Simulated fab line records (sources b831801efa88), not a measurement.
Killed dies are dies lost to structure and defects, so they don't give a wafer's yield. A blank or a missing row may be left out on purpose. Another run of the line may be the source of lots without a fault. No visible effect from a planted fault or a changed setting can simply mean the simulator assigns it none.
Which of the tools did it? :: flow sky130 :: 6 lots, 18 wafers sampled, at 4 steps of a route of 708

## WHAT EACH GAUGE READ, for each wafer
SKY_CONTACT_BOW_MEAS_05.
lot: L382
measured: day 31 05:50
on: film-metro-01
CONTACT_BOW (um): 80 83 94

lot: L386
measured: day 32 23:39
on: film-metro-02
CONTACT_BOW (um): 74 87 78

lot: L390
measured: day 35 02:04
on: film-metro-03
CONTACT_BOW (um): 101 87 94 - - -

lot: L396
measured: day 36 11:57
on: film-metro-02
CONTACT_BOW (um): 79 93 83

lot: L398
measured: day 36 21:18
on: film-metro-02
CONTACT_BOW (um): 71 76 79

lot: L401
measured: day 37 12:55
on: film-metro-02
CONTACT_BOW (um): 84 77 90

## TOOL THAT RAN EACH LOT (tool first, then ch and the chambers of the sampled wafers, then the start)
lot: L382
SKY_LOCAL_INTERCONNECT_ETCH_13: rie-metal-03 ch 1, day 31 04:30
SKY_LOCAL_INTERCONNECT_STRIP_15: plasma-asher-02 ch 0,1, day 31 04:44
SKY_CONTACT_CMP_04: cmp-01 ch 0,2,3, day 31 05:38

lot: L386
SKY_LOCAL_INTERCONNECT_ETCH_13: rie-metal-03 ch 0,1, day 32 22:18
SKY_LOCAL_INTERCONNECT_STRIP_15: plasma-asher-04 ch 0,1, day 32 22:25
SKY_CONTACT_CMP_04: cmp-01 ch 0,2,3, day 32 23:23

lot: L390
SKY_LOCAL_INTERCONNECT_ETCH_13: rie-metal-03 ch 0,1, day 35 00:48
SKY_LOCAL_INTERCONNECT_STRIP_15: plasma-asher-03 ch 0,1, day 35 00:55
SKY_CONTACT_CMP_04: cmp-01 ch 0,2, day 35 01:46

lot: L396
SKY_LOCAL_INTERCONNECT_ETCH_13: rie-metal-01 ch 0,1, day 36 10:41
SKY_LOCAL_INTERCONNECT_STRIP_15: plasma-asher-03 ch 0,1, day 36 10:48
SKY_CONTACT_CMP_04: cmp-02 ch 1,2, day 36 11:42

lot: L398
SKY_LOCAL_INTERCONNECT_ETCH_13: rie-metal-04 ch 0,1, day 36 19:40
SKY_LOCAL_INTERCONNECT_STRIP_15: plasma-asher-04 ch 0,1, day 36 19:47
SKY_CONTACT_CMP_04: cmp-01 ch 0,1,2, day 36 21:00

lot: L401
SKY_LOCAL_INTERCONNECT_ETCH_13: rie-metal-03 ch 0,1, day 37 10:48
SKY_LOCAL_INTERCONNECT_STRIP_15: plasma-asher-02 ch 0,1, day 37 10:55
SKY_CONTACT_CMP_04: cmp-01 ch 0,1,3, day 37 12:37
- SKY_LOCAL_INTERCONNECT_ETCH_13: etches BARC in N2/H2, stops on SiO2, time 45.9 s, target depth 60 nm.
- SKY_LOCAL_INTERCONNECT_STRIP_15: strips in O2/N2.
- SKY_CONTACT_CMP_04: polishes SiO2.

## THE ANSWER, worked out from the rows above alone
Rule: what is usual is taken from the lots themselves. The widest of any qualifying gaps counts: lots, ordered by their means at a reading, are off when they make up no more than a third of the lots, leave a main group of 4 or more, and stand apart from it by 3 or more times the standard deviation of that group's means. A main group is skipped when, at the precision printed for the reading in the tables above, its means are all equal. A lot without any number at a reading at which 4 lots or more have one is off too. Any other lot the step has rows for is counted as sound.
Nothing can be told from this: no lot is off at any reading shown.

## WHAT WAS PUT IN BY THE SIMULATOR
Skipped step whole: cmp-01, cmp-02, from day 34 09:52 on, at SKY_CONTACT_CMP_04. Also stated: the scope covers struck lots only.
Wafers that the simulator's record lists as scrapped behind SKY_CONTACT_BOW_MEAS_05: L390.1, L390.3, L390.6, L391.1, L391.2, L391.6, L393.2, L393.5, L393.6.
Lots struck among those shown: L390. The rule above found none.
